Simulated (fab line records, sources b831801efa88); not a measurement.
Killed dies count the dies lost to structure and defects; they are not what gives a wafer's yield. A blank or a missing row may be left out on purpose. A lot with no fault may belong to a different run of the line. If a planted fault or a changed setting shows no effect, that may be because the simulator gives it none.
A lot that was struck, set against a sound lot + flow sky130 + 43 out of 708 route steps
Sound: these wafers, L615.2, L615.3, L615.5. Struck: wafers L624.4, L624.6. (L624.3 of the same lot was not struck and is left out.) The cause comes at the end.
Each step with rows lists, per side, the tool, then ch with its chambers, then its first start. Under that, the readings that differ: sound wafers + struck wafers + difference of the means + sigmas: that difference in standard deviations of wafers without a fault.
alike: words and numbers the same on both sides, and readings whose means are apart by under 2 such deviations; not compared: readings that were withheld, readings missing a value for some wafer, numbers with overlapping values and no deviation given by the record, and bounds like >300 which may hide the same value.
Wherever a step has rows on one side only, a row that says differs or no value, or a row with sigmas, the two part there. Numbers that have no deviation but don't overlap get no sigmas and don't part them. A reading that every wafer of one side lacks parts them only if that side has two wafers or more.

SKY_VIA4_THK_MEAS_01:
  sound: filmMetro-03 at day 44 01:23; struck: filmMetro-03 at day 46 03:43
  alike: VIA4_HDPCVD_THK
SKY_VIA4_CMP_02: polishes SiO2.
  sound on cmp-02 ch 0,1,2, day 44 01:32; struck on cmp-02 ch 1,3, day 46 03:48
  alike: motorCurrentA, slurryFlowMlMin
SKY_VIA4_BOW_MEAS_03:
  sound: filmMetro-02 at day 44 01:46; struck: filmMetro-03 at day 46 04:05
  alike: VIA4_BOW
then, 7 steps without rows for these wafers: SKY_VIA4_DEHYDRATE_04 (time 60 s); SKY_VIA4_HMDS_05 (prime time 60 s); SKY_VIA4_COAT_06 (resist thk 1140 nm); SKY_VIA4_SOFTBAKE_07 (time 60 s); SKY_VIA4_EXPOSE_08 (exposes mask VIM4, target cd 800 nm); SKY_VIA4_PEB_09; SKY_VIA4_DEVELOP_10 (develop time 60 s).
SKY_VIA4_OVL_MEAS_11:
  sound: overlay-02 at day 44 23:34; struck: overlay-02 at day 47 00:19
  alike: VIA4_OVL
SKY_VIA4_ETCH_12: etches SiO2 in C4F8/O2/Ar, stops on TiN, target depth 580 nm.
  sound on rieDiel-03 ch 0,2, day 44 23:35; struck on rieDiel-01 ch 1,2, day 47 00:20
  alike: chamberPressureMTorr, oesProductAu
SKY_VIA4_STRIP_13: strips in O2/N2.
  sound on plasmaAsher-01 ch 0,1, day 44 23:40; struck on plasmaAsher-02 ch 0, day 47 00:27
  alike: chamberPressureMTorr, drypumpMotorCurrentA, o2FlowSccm, oesProductAu, stripTimeToEndpointS
  not compared: rfHoursCounterH
then, 3 steps without rows for these wafers: SKY_VIA4_STRIP_14 (strips in post etch residue remover, time 1200 s); SKY_VIA4_CLEAN_15 (cleans in IPA, time 180 s); SKY_VIA4_CLEAN_16 (cleans in O3/DIW).
SKY_VIA4_SPUTTER_17: material TiN, target thk 20 nm, time 80 s.
  sound: pvdSputter-02 at day 45 00:15; struck: pvdSputter-04 at day 47 01:02
  alike: throttleValvePct
SKY_VIA4_CVD_18: deposits W, target thk 505 nm, time 152.14 s.
  sound on cvdW-01 ch 1, day 45 00:19; struck on cvdW-02 ch 0,1, day 47 01:09
| reading          | sound       | struck  | difference | sigmas |
|------------------|-------------|---------|------------|--------|
| heaterPowerW (W) | 984 982 971 | 779 748 | -216       | -3     |
  not compared: sinceWetCleanH
SKY_VIA4_RS_MEAS_19: uses a four-point probe to measure.
  sound: filmMetro-01 at day 45 00:29; struck: filmMetro-02 at day 47 01:17
  alike: VIA4_W_RS
SKY_VIA4_THK_MEAS_20: measures by xrf.
  sound: filmMetro-01 at day 45 00:36; struck: filmMetro-02 at day 47 01:23
  alike: VIA4_W_THK
then, 5 steps without rows for these wafers: SKY_VIA4_CMP_21 (polishes, stops on SiO2, t overpolish 25 s, target thk 0 nm); SKY_METAL5_SPUTTER_00 (material Ti, target thk 15 nm, time 10 s); SKY_METAL5_SPUTTER_01 (material TiN, target thk 20 nm, time 16.7 s); SKY_METAL5_SPUTTER_02 (material AlCu, target thk 1150 nm, time 61.2 s); SKY_METAL5_SPUTTER_03 (material Ti, target thk 5 nm, time 3.3 s).
SKY_METAL5_SPUTTER_04: material TiN, target thk 70 nm, time 58.3 s.
  sound: pvdSputter-03 at day 45 01:04; struck: pvdSputter-04 at day 47 01:58
  alike: throttleValvePct
SKY_METAL5_RS_MEAS_05: uses a four-point probe to measure.
  sound: filmMetro-04 at day 45 01:08; struck: filmMetro-01 at day 47 02:04
  alike: METAL5_ALCU_RS
SKY_METAL5_THK_MEAS_06: measures by xrf.
  sound: filmMetro-04 at day 45 01:14; struck: filmMetro-01 at day 47 02:10
  alike: METAL5_ALCU_THK
then, 14 steps without rows for these wafers: SKY_METAL5_DEHYDRATE_07 (time 60 s); SKY_METAL5_HMDS_08 (prime time 60 s); SKY_METAL5_COAT_09 (resist thk 1800 nm); SKY_METAL5_SOFTBAKE_10 (time 60 s); SKY_METAL5_EXPOSE_11 (exposes mask MM5, target cd 1600 nm); SKY_METAL5_PEB_12; SKY_METAL5_DEVELOP_13 (develop time 60 s); SKY_METAL5_DESCUM_14 (chemistry O2, time 11 s); SKY_METAL5_METAL_ETCH_15 (etches the open film in Cl2/BCl3, stops on SiO2, target depth 1260 nm, time 252 s); SKY_METAL5_STRIP_16 (strips in O2/N2); SKY_METAL5_STRIP_17 (strips in post etch residue remover, time 1200 s); SKY_METAL5_CLEAN_18 (cleans in IPA, time 180 s); SKY_METAL5_CLEAN_19 (cleans in O3/DIW); SKY_PASSIVATION_CVD_00 (deposits SiO2, target thk 90 nm).
-- the record jumps here: 3 days lie between the struck wafers' starts before and after (it left off in module PASSIVATION and takes up again in module PAD_OPEN, whose first step shown is number 708 of the route) --
SKY_PAD_OPEN_PROBE_99:
  sound: prober-02 at day 47 17:50; struck: prober-01 at day 49 15:19
| reading                               | sound              | struck      | difference | sigmas |
|---------------------------------------|--------------------|-------------|------------|--------|
| killed_at_M4_up                       | 6 4 1              | 26 22       | +20        | +11    |
| sort_bin_3_pad_short (%)              | 1.0 1.4 0.4        | 2.6 3.3     | +2.0       | +6     |
| model.etest.tester.sort_bin_3_pct (%) | 1.016 1.423 0.4065 | 2.642 3.252 | +1.998     |        |
  alike: defectLimitedYield, killed_at_M0_to_M3, killedAtContacts, killedAtFrontEnd, killedAtOther, killedDies, killedOpen, killedShort, sort_bin_5_function, sort_bin_6_memory, sortNPass, sortYieldPct
  not compared: model.etest.tester.sortNPass, model.etest.tester.sortYieldPct

## WHERE THEY PART
Last at SKY_PAD_OPEN_PROBE_99 as far as this record goes, first at SKY_VIA4_CVD_18.

WHY: what had been put in by the simulator
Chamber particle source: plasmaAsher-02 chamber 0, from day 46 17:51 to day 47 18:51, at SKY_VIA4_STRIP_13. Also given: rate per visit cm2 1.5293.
